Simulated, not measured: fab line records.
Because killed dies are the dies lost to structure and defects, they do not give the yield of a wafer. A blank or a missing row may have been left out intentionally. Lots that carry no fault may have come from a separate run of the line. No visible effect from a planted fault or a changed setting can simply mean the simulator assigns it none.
fab line records	flow sfqLine
record lots=7	wafers=21	lastDay=87
route steps=325 shown I5@231 C5@240
lots that met no fault: taken from a fault-free run of the same line
startH: hours from the record's opening day to when the first of the lot's shown wafers began	waitH: how many hours have passed since the lot's step before this one	" unchanged from the row above	L1.1+2: one row covering several wafers at once	- no value present, or no start provided	* or withheld: withheld	< > ~ a bound
route shown NAME@n: a module of which the file shows steps, and the number in the route of the first	usual: the fault-free wafers' mean and standard deviation	same: alike in all rows	chamber/n: place in a boat	sites: readings site by site	_std_site: the standard deviation of these	_edge_site: the outer-site mean with the inner-site mean subtracted	radiusMm: how far each site lies from the wafer's centre	mask NAME#n: copy n	behind: the tool/chamber that last shaped the wafer	hold: cause of the lot's hold/its duration in hours/its outcome	device: whichever transistor did not switch (one of n, p or np)	end of line: at the end of the route, the tests of the same wafers	a step given without rows: its recipe and nothing more	killed: dies that structure and defects cost at the first sort, which is not the same as the wafer's yield	map: a wafer's dies, marking killed ones x, the rest . and places with no die _
set.NAME: the setting as run; set.NAME@STEP: as run at that earlier step	model.NAME: the simulator's own value behind a step, which no gauge read
certain route steps with their lots: each step a table, each wafer a row
services: from which hour (startH, from the record's first day; less than 0 if before it) a tool's chamber was out of use, for how many hours, and why
## steps
# step SFQ_TRILAYER_I5_LITHO_SOFTBAKE_148
# recipe tempC=withheld	timeS=withheld	resist=KrF
# step SFQ_TRILAYER_I5_LITHO_EXPOSE_145
# recipe maskId=I5	na=0.6	sourceShape=conventional	sigmaOuter=0.65	targetCdNm=700	doseMj=21.3
# step SFQ_TRILAYER_I5_LITHO_PEB_147
# recipe pebTempC=115	pebTimeS=60	resist=KrF
# step SFQ_TRILAYER_I5_LITHO_DEVELOP_146
# recipe timeS=60	resist=KrF
# step SFQ_I5_OVL_MEAS_936
# usual I5_OVL=0/5.5
lot.wafer	tool	chamber	startH	waitH	I5_OVL[nm]
L400.2	overlay-02	-	1454.98	0.1	-8
L400.3	"	-	"	"	-7
L400.4	"	-	"	"	-3
L402.1	overlay-01	-	1466.98	0.1	-4
L402.3	"	-	"	"	-1
L402.5	"	-	"	"	-4
L403.1	overlay-01	-	1468.98	0.1	-8
L403.3	"	-	"	"	-3
L403.4	"	-	"	"	-6
L411.2	overlay-01	-	1741.93	0.1	7
L411.4	"	-	"	"	4
L411.5	"	-	"	"	-1
L418.1	overlay-01	-	1763.52	0.1	-1
L418.4	"	-	"	"	-7
L418.5	"	-	"	"	-6
L422.2	overlay-02	-	1781.53	0.1	1
L422.4	"	-	"	"	1
L422.5	"	-	"	"	7
L423.1	overlay-02	-	1787.52	0.1	4
L423.3	"	-	"	"	5
L423.4	"	-	"	"	2
# step SFQ_TRILAYER_I5_BARC_OPEN_VIA_ETCH_200
# recipe maskMaterial=PR	chemistry=O2	targetDepthNm=125	target=BARC	sourceW=500	biasW=80	pressureMtorr=30	timeS=41.7
# usual biasW=80.00/0.27	drypumpMotorCurrentA=5.8/0.45	oesProductAu=0.686/0.0047
# same timeS=41.7
lot.wafer	tool	chamber	startH	waitH	biasW	drypumpMotorCurrentA	oesProductAu	rfHoursCounterH
L400.2	rieDiel-01	3	1455.01	0.0	79.79	5.2	0.681	20
L400.3	"	2	"	"	80.11	6.0	0.681	2
L400.4	"	1	"	"	79.78	5.8	0.689	2
L402.1	rieDiel-02	0	1467.01	0.0	80.22	5.6	0.680	10
L402.3	"	1	"	"	80.04	4.9	0.685	13
L402.5	"	0	"	"	80.34	5.6	0.694	-
L403.1	rieDiel-01	3	1469.02	0.0	79.91	5.2	0.683	20
L403.3	"	2	"	"	80.09	6.0	0.690	2
L403.4	"	1	"	"	79.98	5.9	0.686	3
L411.2	rieDiel-02	1	1741.96	0.0	80.24	4.9	0.687	16
L411.4	"	3	"	"	80.32	5.5	0.678	20
L411.5	"	2	"	"	79.85	6.0	0.681	-
L418.1	rieDiel-01	3	1763.56	0.0	80.32	5.2	0.685	3
L418.4	"	0	"	"	79.53	5.8	0.684	-
L418.5	"	3	"	"	80.58	5.2	0.688	-
L422.2	rieDiel-01	3	1781.56	0.0	80.30	5.2	0.694	3
L422.4	"	3	"	"	80.13	5.2	0.686	-
L422.5	"	3	"	"	80.27	5.2	0.680	-
L423.1	rieDiel-03	0	1787.56	0.0	79.95	6.1	0.690	7
L423.3	"	2	"	"	80.36	6.6	0.686	7
L423.4	"	3	"	"	79.78	6.3	0.694	2
# step SFQ_TRILAYER_I5_ETCH_VIA_ETCH_147
# recipe stopOn=Nb	maskMaterial=PR	chemistry=CHF3	targetDepthNm=360	sourceW=500	biasW=80	pressureMtorr=30	timeS=withheld
# usual biasW=79.98/0.24	drypumpMotorCurrentA=5.8/0.45	oesProductAu=0.989/0.008
lot.wafer	tool	chamber	startH	waitH	biasW	drypumpMotorCurrentA	oesProductAu
L400.2	rieDiel-01	3	1455.05	0.0	79.67	5.2	0.987
L400.3	"	2	"	"	79.68	6.0	0.981
L400.4	"	1	"	"	80.01	5.9	0.994
L402.1	rieDiel-02	0	1467.05	0.0	79.89	5.6	0.991
L402.3	"	1	"	"	79.93	4.9	0.999
L402.5	"	0	"	"	80.43	5.6	0.993
L403.1	rieDiel-01	3	1469.06	0.0	80.18	5.2	0.985
L403.3	"	2	"	"	80.33	6.0	0.980
L403.4	"	1	"	"	79.91	5.8	0.987
L411.2	rieDiel-02	1	1742.00	0.0	80.40	5.0	0.979
L411.4	"	3	"	"	79.50	5.5	0.986
L411.5	"	2	"	"	79.91	6.0	0.992
L418.1	rieDiel-01	3	1763.60	0.0	79.81	5.2	1.006
L418.4	"	0	"	"	79.34	5.8	0.992
L418.5	"	3	"	"	79.91	5.2	0.996
L422.2	rieDiel-01	3	1781.61	0.0	80.15	5.2	1.000
L422.4	"	3	"	"	80.04	5.2	0.991
L422.5	"	3	"	"	79.88	5.2	0.995
L423.1	rieDiel-03	0	1787.60	0.0	80.03	6.1	0.986
L423.3	"	2	"	"	80.05	6.7	0.995
L423.4	"	3	"	"	79.70	6.3	0.993
# step SFQ_TRILAYER_I5_STRIP_STRIP_148
# recipe gas=O2	powerW=200	platenTempC=40	overashFraction=0.65	chemistry=O2	pressureMtorr=50
# usual drypumpMotorCurrentA=5.8/0.41	oesProductAu=1.003/0.016
# same overashFraction=0.65
lot.wafer	tool	chamber	startH	waitH	drypumpMotorCurrentA	oesProductAu	rfHoursCounterH
L400.2	rieMetal-01	1	1455.20	-	6.3	1.000	54
L400.3	"	1	"	"	6.3	0.996	-
L400.4	"	0	"	"	6.1	1.024	-
L402.1	rieMetal-04	1	1467.20	-	5.8	1.013	55
L402.3	"	1	"	"	5.8	1.011	-
L402.5	"	1	"	"	5.8	1.008	-
L403.1	rieMetal-02	0	1469.21	-	5.6	1.004	66
L403.3	"	1	"	"	5.7	0.983	-
L403.4	"	0	"	"	5.6	1.001	-
L411.2	rieMetal-01	0	1742.15	-	6.1	1.027	51
L411.4	"	1	"	"	6.3	0.980	-
L411.5	"	0	"	"	6.1	1.023	-
L418.1	rieMetal-02	1	1763.75	-	5.8	0.992	35
L418.4	"	1	"	"	5.7	1.007	-
L418.5	"	0	"	"	5.7	1.014	-
L422.2	rieMetal-01	1	1781.84	-	6.3	0.992	98
L422.4	"	1	"	"	6.3	0.993	-
L422.5	"	1	"	"	6.3	0.990	-
L423.1	rieMetal-02	1	1787.75	-	5.8	0.996	38
L423.3	"	0	"	"	5.6	1.002	-
L423.4	"	1	"	"	5.8	0.999	-
# step SFQ_TRILAYER_I5_STRIP_SOLV_CLEAN_149
# recipe chemistry=NMP	tempC=70	timeS=600
# step SFQ_TRILAYER_C5_LITHO_COAT_156
# recipe resist=BARC	spinRpm=3000	resistThkNm=62
# step SFQ_TRILAYER_C5_LITHO_COAT_151
# recipe resist=KrF	spinRpm=3000	resistThkNm=650
# step SFQ_TRILAYER_C5_LITHO_SOFTBAKE_155
# recipe tempC=withheld	timeS=withheld	resist=KrF
# step SFQ_TRILAYER_C5_LITHO_EXPOSE_152
# recipe maskId=C5	na=0.6	sourceShape=conventional	sigmaOuter=0.65	targetCdNm=500	doseMj=21.3
# usual exposureDoseMJCm2=21.297/0.023	reticleTempC=23.00/0.11
lot.wafer	tool	chamber	startH	waitH	mask	exposureDoseMJCm2	reticleTempC
L400.2	krfScanner-01	0	1458.48	-	C5#0	21.296	22.95
L400.3	"	0	"	"	C5#0	21.300	22.88
L400.4	"	0	"	"	C5#0	21.306	22.97
L402.1	krfScanner-01	0	1469.88	-	C5#0	22.754	22.95
L402.3	"	0	"	"	C5#0	22.768	22.90
L402.5	"	0	"	"	C5#0	22.830	23.17
L403.1	krfScanner-01	0	1471.08	-	C5#0	22.762	23.24
L403.3	"	0	"	"	C5#0	22.809	22.95
L403.4	"	0	"	"	C5#0	22.750	23.07
L411.2	krfScanner-01	0	1829.68	-	C5#0	22.786	22.93
L411.4	"	0	"	"	C5#0	22.754	22.98
L411.5	"	0	"	"	C5#0	22.782	23.03
L418.1	krfScanner-02	0	1849.38	-	C5#0	21.305	23.01
L418.4	"	0	"	"	C5#0	21.301	22.92
L418.5	"	0	"	"	C5#0	21.349	22.91
L422.2	krfScanner-02	0	1863.98	-	C5#0	21.327	22.90
L422.4	"	0	"	"	C5#0	21.308	23.04
L422.5	"	0	"	"	C5#0	21.309	23.08
L423.1	krfScanner-02	0	1868.58	-	C5#0	21.269	23.05
L423.3	"	0	"	"	C5#0	21.281	23.05
L423.4	"	0	"	"	C5#0	21.286	22.88
# step SFQ_TRILAYER_C5_LITHO_PEB_154
# recipe pebTempC=115	pebTimeS=60	resist=KrF
# step SFQ_TRILAYER_C5_LITHO_DEVELOP_153
# recipe timeS=60	resist=KrF
# step SFQ_C5_OVL_MEAS_937
# usual C5_OVL=1/5.5
lot.wafer	tool	chamber	startH	waitH	C5_OVL[nm]
L400.2	overlay-02	-	1459.78	0.1	9
L400.3	"	-	"	"	6
L400.4	"	-	"	"	12
L402.1	overlay-01	-	1471.38	0.1	-3
L402.3	"	-	"	"	0
L402.5	"	-	"	"	-5
L403.1	overlay-01	-	1472.58	0.1	-3
L403.3	"	-	"	"	-5
L403.4	"	-	"	"	-9
L411.2	overlay-02	-	1830.99	0.1	-5
L411.4	"	-	"	"	-5
L411.5	"	-	"	"	-6
L418.1	overlay-02	-	1850.88	0.1	11
L418.4	"	-	"	"	8
L418.5	"	-	"	"	6
L422.2	overlay-02	-	1865.28	0.1	-6
L422.4	"	-	"	"	-4
L422.5	"	-	"	"	-6
L423.1	overlay-02	-	1870.08	0.1	4
L423.3	"	-	"	"	7
L423.4	"	-	"	"	4
# step SFQ_TRILAYER_C5_BARC_OPEN_VIA_ETCH_210
# recipe maskMaterial=PR	chemistry=O2	targetDepthNm=125	target=BARC	sourceW=500	biasW=80	pressureMtorr=30	timeS=41.7
# usual biasW=80.01/0.26	drypumpMotorCurrentA=5.8/0.45	oesProductAu=0.686/0.0052
# same timeS=41.7
lot.wafer	tool	chamber	startH	waitH	biasW	drypumpMotorCurrentA	oesProductAu	rfHoursCounterH	model.C5.cdNm
L400.2	rieDiel-04	3	1459.81	0.0	80.08	5.4	0.679	17	503.1
L400.3	"	1	"	"	80.39	6.1	0.685	17	503.2
L400.4	"	2	"	"	79.77	5.6	0.676	13	502.7
L402.1	rieDiel-03	3	1471.42	0.0	79.91	6.3	0.678	17	509.1
L402.3	"	1	"	"	80.05	5.2	0.695	1	511.7
L402.5	"	3	"	"	79.78	6.3	0.688	-	508.8
L403.1	rieDiel-04	3	1472.62	0.0	79.89	5.4	0.681	18	510
L403.3	"	1	"	"	80.20	6.0	0.685	17	510.1
L403.4	"	2	"	"	80.45	5.6	0.685	13	509
L411.2	rieDiel-03	3	1831.02	0.0	80.11	6.3	0.694	2	510.8
L411.4	"	1	"	"	79.74	5.2	0.685	7	513.6
L411.5	"	0	"	"	79.98	6.1	0.690	-	513.5
L418.1	rieDiel-04	0	1850.91	0.0	80.61	5.3	0.691	4	504.4
L418.4	"	0	"	"	80.16	5.3	0.678	-	503.8
L418.5	"	1	"	"	79.89	6.0	0.694	-	503.7
L422.2	rieDiel-03	0	1865.31	0.0	80.06	6.1	0.686	8	498.8
L422.4	"	1	"	"	79.48	5.3	0.678	7	501.1
L422.5	"	2	"	"	80.02	6.7	0.691	-	499.8
L423.1	rieDiel-04	1	1870.11	0.0	80.45	6.0	0.685	5	501.9
L423.3	"	3	"	"	79.81	5.4	0.684	4	500.7
L423.4	"	1	"	"	79.84	6.0	0.679	-	501.5
# step SFQ_TRILAYER_C5_ETCH_VIA_ETCH_154
# recipe target=SiO2	maskMaterial=PR	chemistry=CHF3	targetDepthNm=84	sourceW=500	biasW=80	pressureMtorr=30	timeS=withheld	stopOn=Nb
# usual biasW=80.00/0.23	drypumpMotorCurrentA=5.8/0.45	oesProductAu=0.898/0.0092
lot.wafer	tool	chamber	startH	waitH	biasW	drypumpMotorCurrentA	oesProductAu	model.C5.cdNm
L400.2	rieDiel-04	3	1459.85	0.0	79.86	5.4	0.897	503.7
L400.3	"	1	"	"	79.75	6.0	0.890	502.9
L400.4	"	2	"	"	79.48	5.6	0.885	502.3
L402.1	rieDiel-03	3	1471.46	0.0	80.12	6.3	0.895	510.1
L402.3	"	1	"	"	80.20	5.2	0.903	511.2
L402.5	"	3	"	"	80.31	6.3	0.895	509.9
L403.1	rieDiel-04	3	1472.66	0.0	79.81	5.4	0.889	510.5
L403.3	"	1	"	"	80.00	6.0	0.893	510.8
L403.4	"	2	"	"	79.74	5.6	0.909	509.4
L411.2	rieDiel-03	3	1831.06	0.0	79.42	6.3	0.890	511
L411.4	"	1	"	"	79.73	5.3	0.897	513
L411.5	"	0	"	"	79.97	6.1	0.899	513.4
L418.1	rieDiel-04	0	1850.95	0.0	80.06	5.3	0.889	504.7
L418.4	"	0	"	"	80.29	5.3	0.903	504.1
L418.5	"	1	"	"	79.94	6.0	0.913	504
L422.2	rieDiel-03	0	1865.35	0.0	80.32	6.1	0.894	498.7
L422.4	"	1	"	"	79.90	5.3	0.912	500.7
L422.5	"	2	"	"	79.98	6.7	0.912	499.4
L423.1	rieDiel-04	1	1870.15	0.0	79.60	6.0	0.887	502.1
L423.3	"	3	"	"	80.09	5.4	0.885	501
L423.4	"	1	"	"	79.93	6.0	0.901	501.7
# step SFQ_TRILAYER_C5_STRIP_STRIP_155
# recipe gas=O2	powerW=200	platenTempC=40	overashFraction=0.65	chemistry=O2	pressureMtorr=50
# usual drypumpMotorCurrentA=5.76/0.28	oesProductAu=0.995/0.012
# same overashFraction=0.65
lot.wafer	tool	chamber	startH	waitH	drypumpMotorCurrentA	oesProductAu	rfHoursCounterH
L400.2	rieMetal-03	0	1459.90	-	5.93	0.992	8
L400.3	"	1	"	"	5.96	1.005	-
L400.4	"	0	"	"	5.94	0.991	-
L402.1	rieMetal-02	1	1471.50	-	5.73	0.991	124
L402.3	"	0	"	"	5.62	1.005	-
L402.5	"	1	"	"	5.72	0.990	-
L403.1	rieMetal-03	0	1472.70	-	5.92	0.995	10
L403.3	"	1	"	"	5.95	1.010	-
L403.4	"	0	"	"	5.93	0.981	-
L411.2	rieMetal-02	1	1831.11	-	5.75	0.996	47
L411.4	"	0	"	"	5.63	0.999	-
L411.5	"	1	"	"	5.76	1.003	-
L418.1	rieMetal-02	1	1851.00	-	5.74	0.993	50
L418.4	"	1	"	"	5.72	0.992	-
L418.5	"	0	"	"	5.63	1.003	-
L422.2	rieMetal-04	0	1865.40	-	5.02	0.986	46
L422.4	"	0	"	"	4.99	0.991	-
L422.5	"	1	"	"	5.80	1.015	-
L423.1	rieMetal-02	0	1870.20	-	5.65	1.000	120
L423.3	"	1	"	"	5.76	0.987	-
L423.4	"	0	"	"	5.63	1.009	-
## services
tool	chamber	startH	hours	kind
rieMetal-02	-	1437.83	1.4	pm
rieDiel-03	-	1448.79	0.2	repair
rieDiel-01	3	1460.54	5.7	repair
rieDiel-04	-	1474.42	0.6	repair
rieDiel-03	3	1490.79	1.6	repair
rieDiel-03	2	1503.37	3.5	repair
rieDiel-04	1	1504.00	5.9	repair
rieDiel-03	-	1562.79	0.9	repair
rieDiel-04	2	1569.73	20.4	repair
rieDiel-01	-	1586.73	0.3	repair
rieDiel-03	-	1587.88	4.3	pm
rieDiel-01	2	1614.28	2.7	repair
rieDiel-03	1	1620.14	2.1	repair
rieDiel-01	2	1698.50	2.0	repair
rieDiel-04	3	1726.92	32.9	repair
rieDiel-01	2	1763.00	22.7	repair
rieDiel-03	1	1771.98	2.5	repair
rieDiel-04	1	1776.59	5.1	repair
rieDiel-01	0	1777.72	15.5	repair
rieDiel-03	-	1791.39	1.0	repair
rieDiel-04	2	1793.52	6.5	repair
rieDiel-01	-	1807.19	15.6	pm
rieDiel-04	3	1849.04	14.0	repair
rieDiel-03	1	1851.09	11.9	repair
## key
firstSign step=SFQ_TRILAYER_C5_LITHO_EXPOSE_152	reading=exposureDoseMJCm2	direction=up	sigmas=65	usual=21.297	struck=22.777
effect none on later readings
modelEffect step=SFQ_TRILAYER_C5_BARC_OPEN_VIA_ETCH_210	value=C5.cdNm	without=499.9	struck=510.7
modelEffect step=SFQ_TRILAYER_C5_ETCH_VIA_ETCH_154	value=C5.cdNm	without=500.2	struck=511
metAt SFQ_TRILAYER_C5_LITHO_EXPOSE_152
struckWafers L402.1,L402.3,L402.5,L403.1,L403.3,L403.4,L411.2,L411.4,L411.5
onsetBetween 1458.48 1469.88
fault kind=processParameterDrift	tool=krfScanner-01	chamber=-	onsetH=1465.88	steps=SFQ_TRILAYER_C5_LITHO_EXPOSE_152	channel=doseMj	offset=1.484	shape=step	actsIn=theseRecipesOnly	stated=21.3
